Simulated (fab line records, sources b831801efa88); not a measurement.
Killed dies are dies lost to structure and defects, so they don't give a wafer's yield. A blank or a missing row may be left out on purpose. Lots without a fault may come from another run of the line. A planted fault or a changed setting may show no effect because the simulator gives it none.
Chamber matching | flow sky130 | SKY_VIA2_CMP_02 on cmp-02: 4 sister chambers
The step polishes SiO2. 18 wafers are shown with their chamber, then 9 later ones without.

WAFERS WITH THEIR CHAMBER
wafer  | chamber | motor_current_A (A)
L076.1 | 3       | 14.2
L076.4 | 2       | 10.8
L076.6 | 1       | 10.9
L077.2 | 1       | 11.2
L077.3 | 2       | 11.7
L077.5 | 2       | 11.5
L079.4 | 3       | 14.0
L079.5 | 3       | 13.3
L079.6 | 0       | 13.2
L078.2 | 1       | 11.0
L078.5 | 0       | 13.1
L078.6 | 3       | 14.4
L081.1 | 1       | 11.1
L081.2 | 0       | 13.0
L081.6 | 0       | 12.5
L084.2 | 0       | 13.6
L084.3 | 3       | 14.2
L084.4 | 2       | 11.8

SIGNATURES (means of the wafers above)
reading         | chamber 0 | chamber 1 | chamber 2 | chamber 3 | scatter within a chamber
motor_current_A | 13.080    | 11.050    | 11.450    | 14.020    | 0.379
Rule: a wafer's distance from a chamber is the root of the sum, over the readings, of the square of ((its reading less the chamber's mean) divided by the reading's scatter). The wafer belongs to the nearest chamber; if the next one is less than 2 further off, it can't be placed. The scatter: the root of (the sum of the squares of (reading less its chamber's mean) over the shown wafers, divided by (wafers less chambers)).

WAFERS WITHOUT THEIR CHAMBER
wafer  | motor_current_A (A)
L088.2 | 12.0
L088.3 | 11.2
L088.6 | 11.7
L090.2 | 11.2
L090.4 | 14.2
L090.6 | 11.5
L096.1 | 10.9
L096.2 | 12.9
L096.5 | 13.0

WHICH CHAMBER EACH WENT THROUGH
wafer  | from the rows above          | in truth
L088.2 | can't be placed: 2 or 1 or 0 | 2
L088.3 | can't be placed: 1 or 2      | 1
L088.6 | can't be placed: 2 or 1      | 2
L090.2 | can't be placed: 1 or 2      | 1
L090.4 | 3                            | 3
L090.6 | can't be placed: 2 or 1      | 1
L096.1 | can't be placed: 1 or 2      | 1
L096.2 | 0                            | 0
L096.5 | 0                            | 0
Placed correctly: 3 of 9. Can't be placed from these rows: 6 (the true chamber is among the candidates in 6). Placed wrongly: 0.
